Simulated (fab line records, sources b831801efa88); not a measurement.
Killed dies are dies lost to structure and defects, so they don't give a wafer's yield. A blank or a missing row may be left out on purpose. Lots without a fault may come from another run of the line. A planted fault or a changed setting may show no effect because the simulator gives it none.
Chamber matching | flow gf180mcu | GF_V4_CMP_04 on cmp-01: 4 sister chambers
The step polishes SiO2. 8 wafers are shown with their chamber, then 7 later ones without.

WAFERS WITH THEIR CHAMBER
wafer  | chamber | motor_current_A (A) | time_to_endpoint_s (s)
L764.2 | 3       | 10.2                | 82
L766.1 | 3       | 10.5                | 90
L766.5 | 2       | 11.1                | 93
L771.4 | 0       | 12.2                | 82
L771.5 | 0       | 11.7                | 80
L771.6 | 1       | 11.6                | 81
L773.1 | 2       | 10.8                | 83
L773.2 | 1       | 11.3                | 74

WAFERS WITHOUT THEIR CHAMBER
wafer  | motor_current_A (A) | time_to_endpoint_s (s)
L773.3 | 10.1                | 79
L774.1 | 9.8                 | 87
L774.5 | 10.1                | 92
L774.6 | 11.0                | 99
L781.1 | 10.8                | 84
L781.4 | 10.0                | 89
L781.5 | 10.2                | 82

WHICH CHAMBER EACH WENT THROUGH
wafer  | from the rows above          | in truth
L773.3 | 3                            | 3
L774.1 | 3                            | 3
L774.5 | can't be placed: 3 or 2      | 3
L774.6 | can't be placed: 2 or 3      | 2
L781.1 | can't be placed: 2 or 3 or 1 | 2
L781.4 | 3                            | 3
L781.5 | 3                            | 3
Placed correctly: 4 of 7. Can't be placed from these rows: 3 (the true chamber is among the candidates in 3). Placed wrongly: 0.
How it was worked out, from the rows above alone: a wafer's distance from a chamber is the root of the sum, over the readings, of the square of ((its reading less the chamber's mean) divided by the reading's scatter). The wafer belongs to the nearest chamber; if the next one is less than 2 further off, it can't be placed. A chamber's mean is the mean of its shown wafers. The scatter: the root of (the sum of the squares of (reading less its chamber's mean) over the shown wafers, divided by (wafers less chambers)).
